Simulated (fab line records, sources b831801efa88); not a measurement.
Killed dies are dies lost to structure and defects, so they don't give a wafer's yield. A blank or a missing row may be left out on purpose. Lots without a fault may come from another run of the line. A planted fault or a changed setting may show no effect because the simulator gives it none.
fab line records | flow sky130
record lots=7 wafers=21 last_day=50
route steps=708 shown VT_ADJUST_HVTP@94 VT_ADJUST_LVTN@97 VT_ADJUST_NCORE@119
lots that met no fault: from a run of the same line without faults
start_h: hours from the record's first day to the start of the lot's first wafer shown | wait_h: hours since the lot's step before | " the same as in the row above | L1.1+2: a row that stands for several wafers | - no value, or no start given | * or withheld: withheld | < > ~ a bound
route shown NAME@n: a module of which the file shows steps, and the number in the route of the first | usual: mean/standard deviation of fault-free wafers | same: alike in all rows | chamber/n: place in a boat | sites: the reading at each site | _std_site: their standard deviation | _edge_site: outer sites' mean less inner sites' | radius_mm: how far each site lies from the wafer's centre | mask NAME#n: copy n | behind: the tool/chamber that last shaped the wafer | hold: why the lot was held/for how many hours/how that ended | device: the transistor (n, p or np) that didn't switch | end of line: the same wafers' tests at the end of the route | a step without rows: its recipe alone | killed: dies lost to structure and defects at the first sort, not the wafer's yield | map: a wafer's dies, x killed, . not, _ none there
set.NAME: the setting as run; set.NAME@STEP: as run at that earlier step | model.NAME: the simulator's own value behind a step, which no gauge read
lots at some steps of the route; a table a step, a row a wafer
services: from which hour (start_h, from the record's first day; less than 0 if before it) a tool's chamber was out of use, for how many hours, and why
## steps
# step SKY_VT_ADJUST_HVTP_IMPLANT_09
# recipe species=As energy_kev=150 dose_cm2=4.3e+12 tilt_deg=withheld
# step SKY_VT_ADJUST_HVTP_STRIP_10
# recipe chemistry=O2/N2 power_w=1400 pressure_mtorr=1500 platen_temp_c=withheld o2_flow_sccm=3000 n2_flow_sccm=300 overash_fraction=0.5
# usual chamber_pressure_mTorr=1500.2/1.3 drypump_motor_current_A=5.7/0.48 oes_product_au=0.715/0.0043 strip_time_to_endpoint_s=14.18/0.043
# columns lot.wafer tool chamber start_h wait_h chamber_pressure_mTorr drypump_motor_current_A oes_product_au rf_hours_counter_h strip_time_to_endpoint_s
L494.1 plasma_asher-01 0 130.55 0.1 1497.3 5.6 0.720 44 14.12
L494.2 " 1 " " 1499.8 5.9 0.716 44 14.16
L494.6 " 1 " " 1498.9 5.9 0.715 - 14.20
L509.1 plasma_asher-04 1 221.25 0.1 1499.6 4.8 0.712 10 14.14
L509.2 " 0 " " 1499.6 6.3 0.717 10 14.16
L509.3 " 1 " " 1501.1 4.8 0.712 - 14.14
L510.1 plasma_asher-01 0 228.25 0.1 1502.3 5.6 0.712 53 14.19
L510.3 " 0 " " 1501.2 5.6 0.715 - 14.20
L510.6 " 0 " " 1500.6 5.6 0.708 - 14.14
L511.1 plasma_asher-01 0 252.00 0.1 1501.4 5.6 0.719 54 14.15
L511.2 " 1 " " 1498.6 5.8 0.714 54 14.13
L511.5 " 0 " " 1499.2 5.6 0.714 - 14.15
L512.1 plasma_asher-01 1 259.05 0.1 1499.1 5.9 0.716 55 14.14
L512.3 " 1 " " 1498.6 5.9 0.708 - 14.14
L512.6 " 1 " " 1498.8 5.8 0.719 - 14.15
L515.1 plasma_asher-01 1 263.75 0.1 1500.8 5.9 0.720 56 14.16
L515.2 " 0 " " 1501.3 5.6 0.713 56 14.22
L515.6 " 0 " " 1500.6 5.6 0.708 - 14.22
L516.1 plasma_asher-01 0 272.55 0.1 1499.1 5.6 0.708 57 14.19
L516.4 " 0 " " 1497.1 5.6 0.714 - 14.17
L516.6 " 0 " " 1500.5 5.6 0.713 - 14.20
# step SKY_VT_ADJUST_HVTP_TW_MEAS_11
# usual VT_ADJUST_HVTP_TW=1361/7.9
# columns lot.wafer tool chamber start_h wait_h VT_ADJUST_HVTP_TW
L494.1 film_metro-02 - 130.65 0.1 1352
L494.2 " - " " 1341
L494.6 " - " " 1352
L509.1 film_metro-01 - 221.35 0.1 1360
L509.2 " - " " 1376
L509.3 " - " " 1373
L510.1 film_metro-02 - 228.37 0.1 1363
L510.3 " - " " 1367
L510.6 " - " " 1368
L511.1 film_metro-02 - 252.10 0.1 1351
L511.2 " - " " 1358
L511.5 " - " " 1346
L512.1 film_metro-01 - 259.15 0.1 1369
L512.3 " - " " 1373
L512.6 " - " " 1365
L515.1 film_metro-02 - 263.85 0.1 1355
L515.2 " - " " 1358
L515.6 " - " " 1356
L516.1 film_metro-01 - 272.65 0.1 1361
L516.4 " - " " 1361
L516.6 " - " " 1365
# step SKY_VT_ADJUST_LVTN_DEHYDRATE_00
# recipe temp_c=200 time_s=60
# step SKY_VT_ADJUST_LVTN_HMDS_01
# recipe prime_time_s=60 prime_temp_c=120
# step SKY_VT_ADJUST_LVTN_COAT_02
# recipe spin_rpm=2000 resist_thk_nm=3000
# step SKY_VT_ADJUST_LVTN_SOFTBAKE_03
# recipe temp_c=110 time_s=withheld
# step SKY_VT_ADJUST_LVTN_EXPOSE_04
# recipe mask_id=NWM_COMPLEMENT_LESS_NATIVE na=0.6 source_shape=conventional sigma_outer=0.6 polarization=unpolarized target_cd_nm=840 dose_mj=194
# step SKY_VT_ADJUST_LVTN_PEB_05
# recipe temp_c=115 time_s=withheld
# step SKY_VT_ADJUST_LVTN_DEVELOP_06
# recipe wall_angle_deg=90 developer=TMAH develop_time_s=60 dev_temp_c=23
# step SKY_VT_ADJUST_LVTN_OVL_MEAS_07
# usual VT_ADJUST_LVTN_OVL=-1.1/1.4
# columns lot.wafer tool chamber start_h wait_h VT_ADJUST_LVTN_OVL[nm]
L494.1 overlay-01 - 148.68 - -0.7
L494.2 " - " " 0.1
L494.6 " - " " -1.5
L509.1 overlay-01 - 243.49 - -0.5
L509.2 " - " " -0.5
L509.3 " - " " -1.1
L510.1 overlay-02 - 250.59 - -2.0
L510.3 " - " " -1.4
L510.6 " - " " -0.8
L511.1 overlay-01 - 276.63 - -4.9
L511.2 " - " " -4.0
L511.5 " - " " -3.4
L512.1 overlay-02 - 283.79 - -0.8
L512.3 " - " " -1.3
L512.6 " - " " -0.6
L515.1 overlay-02 - 287.93 - -1.0
L515.2 " - " " -0.4
L515.6 " - " " -1.3
L516.1 overlay-02 - 297.68 - -0.7
L516.4 " - " " 0.3
L516.6 " - " " -3.6
# step SKY_VT_ADJUST_LVTN_IMPLANT_08
# recipe species=B energy_kev=30 dose_cm2=1.57e+12 tilt_deg=withheld
# step SKY_VT_ADJUST_LVTN_STRIP_09
# recipe chemistry=O2/N2 power_w=1400 pressure_mtorr=1500 platen_temp_c=withheld o2_flow_sccm=3000 n2_flow_sccm=300 overash_fraction=0.5
# usual chamber_pressure_mTorr=1499.9/1.4 drypump_motor_current_A=5.80/0.3 oes_product_au=0.722/0.0043 strip_time_to_endpoint_s=36.96/0.086
# columns lot.wafer tool chamber start_h wait_h chamber_pressure_mTorr drypump_motor_current_A oes_product_au rf_hours_counter_h strip_time_to_endpoint_s model.coat_of_VT_ADJUST_LVTN_COAT_02.thk_nm
L494.1 plasma_asher-02 1 148.87 0.1 1499.5 5.88 0.720 48 36.78 0
L494.2 " 0 " " 1499.3 5.15 0.728 48 36.74 0
L494.6 " 1 " " 1499.0 5.89 0.728 - 36.82 0
L509.1 plasma_asher-03 0 243.67 0.1 - - - - - 3003
L509.2 " 1 " " - - - - - 2997
L509.3 " 1 " " - - - - - 3002
L510.1 plasma_asher-03 0 250.77 0.1 - - - - - 2991
L510.3 " 1 " " - - - - - 2997
L510.6 " 1 " " - - - - - 3007
L511.1 plasma_asher-01 1 276.82 0.1 - - - - - 2992
L511.2 " 0 " " - - - - - 3002
L511.5 " 1 " " - - - - - 3007
L512.1 plasma_asher-01 0 283.98 0.1 1498.2 5.59 0.721 58 37.08 0
L512.3 " 1 " " 1500.2 5.86 0.720 - 37.13 0
L512.6 " 1 " " 1497.2 5.85 0.727 - 37.02 0
L515.1 plasma_asher-03 1 288.12 0.1 1499.1 5.79 0.724 48 37.03 0
L515.2 " 0 " " 1498.5 6.22 0.727 48 37.07 0
L515.6 " 1 " " 1501.5 5.79 0.721 - 37.03 0
L516.1 plasma_asher-01 1 297.87 0.1 1499.9 5.88 0.721 59 36.95 0
L516.4 " 0 " " 1497.6 5.61 0.729 - 36.94 0
L516.6 " 0 " " 1500.5 5.61 0.725 - 36.94 0
# step SKY_VT_ADJUST_LVTN_TW_MEAS_10
# usual VT_ADJUST_LVTN_TW=243.2/1.6
# columns lot.wafer tool chamber start_h wait_h VT_ADJUST_LVTN_TW
L494.1 film_metro-01 - 148.97 0.1 243.3
L494.2 " - " " 242.6
L494.6 " - " " 244.8
L509.1 film_metro-02 - 243.77 0.1 240.9
L509.2 " - " " 240.4
L509.3 " - " " 240.9
L510.1 film_metro-02 - 250.87 0.1 240.7
L510.3 " - " " 241.8
L510.6 " - " " 240.4
L511.1 film_metro-01 - 276.92 0.1 243.1
L511.2 " - " " 243.9
L511.5 " - " " 244.3
L512.1 film_metro-01 - 284.08 0.1 244.9
L512.3 " - " " 244.9
L512.6 " - " " 244.8
L515.1 film_metro-04 - 288.22 0.1 242.9
L515.2 " - " " 244.0
L515.6 " - " " 244.4
L516.1 film_metro-02 - 297.97 0.1 240.7
L516.4 " - " " 241.6
L516.6 " - " " 241.0
# step SKY_VT_ADJUST_LVTN_DEHYDRATE_11
# recipe temp_c=200 time_s=60
# step SKY_VT_ADJUST_LVTN_HMDS_12
# recipe prime_time_s=60 prime_temp_c=120
# step SKY_VT_ADJUST_LVTN_COAT_13
# recipe resist=NOVOLAK spin_rpm=3000 resist_thk_nm=1140
# step SKY_VT_ADJUST_LVTN_SOFTBAKE_14
# recipe temp_c=90 time_s=60 resist=NOVOLAK
# step SKY_VT_ADJUST_LVTN_EXPOSE_15
# recipe mask_id=HVN_STD_DERIVED na=0.6 source_shape=conventional sigma_outer=0.6 polarization=unpolarized target_cd_nm=600 dose_mj=163
# step SKY_VT_ADJUST_LVTN_PEB_16
# recipe temp_c=withheld time_s=* resist=NOVOLAK
# step SKY_VT_ADJUST_LVTN_DEVELOP_17
# recipe resist=NOVOLAK developer=TMAH develop_time_s=60 dev_temp_c=23
# step SKY_VT_ADJUST_LVTN_OVL_MEAS_18
# usual VT_ADJUST_LVTN_01_OVL=-0.4/1.7
# columns lot.wafer tool chamber start_h wait_h VT_ADJUST_LVTN_01_OVL[nm]
L494.1 overlay-01 - 168.44 0.1 1.4
L494.2 " - " " -0.9
L494.6 " - " " 1.4
L509.1 overlay-02 - 266.63 0.1 -2.0
L509.2 " - " " -1.3
L509.3 " - " " -2.3
L510.1 overlay-02 - 274.44 0.1 1.6
L510.3 " - " " -1.5
L510.6 " - " " 1.6
L511.1 overlay-01 - 301.48 0.1 -0.7
L511.2 " - " " -0.4
L511.5 " - " " 0.9
L512.1 overlay-01 - 309.58 0.1 -3.5
L512.3 " - " " -1.1
L512.6 " - " " 0.2
L515.1 overlay-02 - 313.33 0.1 -0.1
L515.2 " - " " -0.2
L515.6 " - " " 0.0
L516.1 overlay-01 - 323.53 0.1 3.8
L516.4 " - " " 2.3
L516.6 " - " " 1.1
# step SKY_VT_ADJUST_LVTN_IMPLANT_19
# recipe species=B energy_kev=30 dose_cm2=6.5e+11 tilt_deg=withheld
# step SKY_VT_ADJUST_LVTN_STRIP_20
# recipe chemistry=O2/N2 power_w=1400 pressure_mtorr=1500 platen_temp_c=withheld o2_flow_sccm=3000 n2_flow_sccm=300 overash_fraction=0.5
# usual chamber_pressure_mTorr=1500.0/1.4 drypump_motor_current_A=5.7/0.34 oes_product_au=0.716/0.0046 strip_time_to_endpoint_s=14.18/0.04
# columns lot.wafer tool chamber start_h wait_h chamber_pressure_mTorr drypump_motor_current_A oes_product_au rf_hours_counter_h strip_time_to_endpoint_s
L494.1 plasma_asher-02 0 168.62 0.1 1499.7 5.1 0.713 50 14.16
L494.2 " 1 " " 1502.0 5.9 0.715 50 14.20
L494.6 " 1 " " 1500.2 5.8 0.710 - 14.19
L509.1 plasma_asher-01 0 266.82 0.1 1503.2 5.6 0.734 56 58.77
L509.2 " 1 " " 1497.3 5.9 0.728 56 58.68
L509.3 " 0 " " 1501.9 5.6 0.732 - 58.77
L510.1 plasma_asher-03 1 274.63 0.1 1498.8 5.8 0.728 47 58.61
L510.3 " 1 " " 1500.4 5.8 0.724 - 58.70
L510.6 " 0 " " 1500.3 6.2 0.730 - 58.85
L511.1 plasma_asher-02 1 301.67 0.1 1499.6 5.8 0.732 63 58.61
L511.2 " 0 " " 1499.4 5.1 0.726 63 58.72
L511.5 " 1 " " 1500.8 5.9 0.732 - 58.84
L512.1 plasma_asher-03 0 309.76 0.1 1498.9 6.2 0.712 50 14.10
L512.3 " 1 " " 1500.4 5.8 0.724 - 14.14
L512.6 " 0 " " 1498.0 6.2 0.718 - 14.10
L515.1 plasma_asher-02 1 313.51 0.1 1504.6 5.9 0.709 64 14.14
L515.2 " 0 " " 1499.4 5.2 0.723 64 14.10
L515.6 " 0 " " 1498.4 5.1 0.722 - 14.17
L516.1 plasma_asher-03 1 323.72 0.1 1498.5 5.8 0.714 51 14.23
L516.4 " 1 " " 1498.9 5.8 0.714 - 14.19
L516.6 " 0 " " 1500.3 6.2 0.719 - 14.21
# step SKY_VT_ADJUST_LVTN_TW_MEAS_21
# usual VT_ADJUST_LVTN_2_TW=189.3/1.3
# columns lot.wafer tool chamber start_h wait_h VT_ADJUST_LVTN_2_TW
L494.1 film_metro-04 - 168.72 0.1 190.2
L494.2 " - " " 189.5
L494.6 " - " " 189.6
L509.1 film_metro-04 - 266.92 0.1 30.3
L509.2 " - " " 30.4
L509.3 " - " " 30.3
L510.1 film_metro-02 - 274.73 0.1 29.9
L510.3 " - " " 29.9
L510.6 " - " " 29.9
L511.1 film_metro-02 - 301.77 0.1 30.0
L511.2 " - " " 29.8
L511.5 " - " " 29.9
L512.1 film_metro-02 - 309.86 0.1 187.2
L512.3 " - " " 188.8
L512.6 " - " " 187.3
L515.1 film_metro-02 - 313.61 0.1 188.6
L515.2 " - " " 188.2
L515.6 " - " " 188.5
L516.1 film_metro-04 - 323.82 0.1 189.9
L516.4 " - " " 191.6
L516.6 " - " " 192.1
# step SKY_VT_ADJUST_NCORE_DEHYDRATE_00
# recipe temp_c=200 time_s=60
## services
# columns tool chamber start_h hours kind
plasma_asher-04 - 108.75 9.0 pm
plasma_asher-04 0 108.75 9.0 vent_cycle
plasma_asher-04 1 108.75 9.0 vent_cycle
plasma_asher-04 0 117.75 - clean
plasma_asher-04 1 117.75 - clean
plasma_asher-03 - 120.57 0.9 repair
plasma_asher-02 - 174.60 5.1 repair
plasma_asher-01 - 202.18 2.8 pm
plasma_asher-01 - 234.53 14.6 pm
plasma_asher-03 - 290.01 0.7 repair
## key
first_sign step=SKY_VT_ADJUST_LVTN_STRIP_09 reading=tool_record direction=missing
effect step=SKY_VT_ADJUST_LVTN_STRIP_20 reading=strip_time_to_endpoint_s direction=up sigmas=99+ usual=* struck=*
effect step=SKY_VT_ADJUST_LVTN_TW_MEAS_21 reading=VT_ADJUST_LVTN_2_TW direction=down sigmas=99+ usual=189.3 struck=30.0
model_effect step=SKY_VT_ADJUST_LVTN_STRIP_09 value=coat_of_VT_ADJUST_LVTN_COAT_02.thk_nm without=0 struck=3000
met_at SKY_VT_ADJUST_LVTN_STRIP_09
struck_wafers L509.1,L509.2,L509.3,L510.1,L510.3,L510.6,L511.1,L511.2,L511.5
sort_left_out L509.1,L509.2,L509.3,L510.1,L510.3,L510.6,L511.1,L511.2,L511.5
tester_left_out L509,L510,L511
fault kind=skipped_step_whole tool=plasma_asher-01,plasma_asher-03 chamber=- onset_h=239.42 steps=SKY_VT_ADJUST_LVTN_STRIP_09 scope=struck_lots_only
# tester_left_out: of these lots the tester's yield and bins aren't shown, on N5 and GAA mostly nor the transistor test; their killed dies are dies lost to structure and defects alone, not to doping, threshold or leakage, so they don't give the yield
# sort_left_out: the simulated sort isn't trusted on such a fault, so these wafers' sort isn't shown, and their yield isn't known
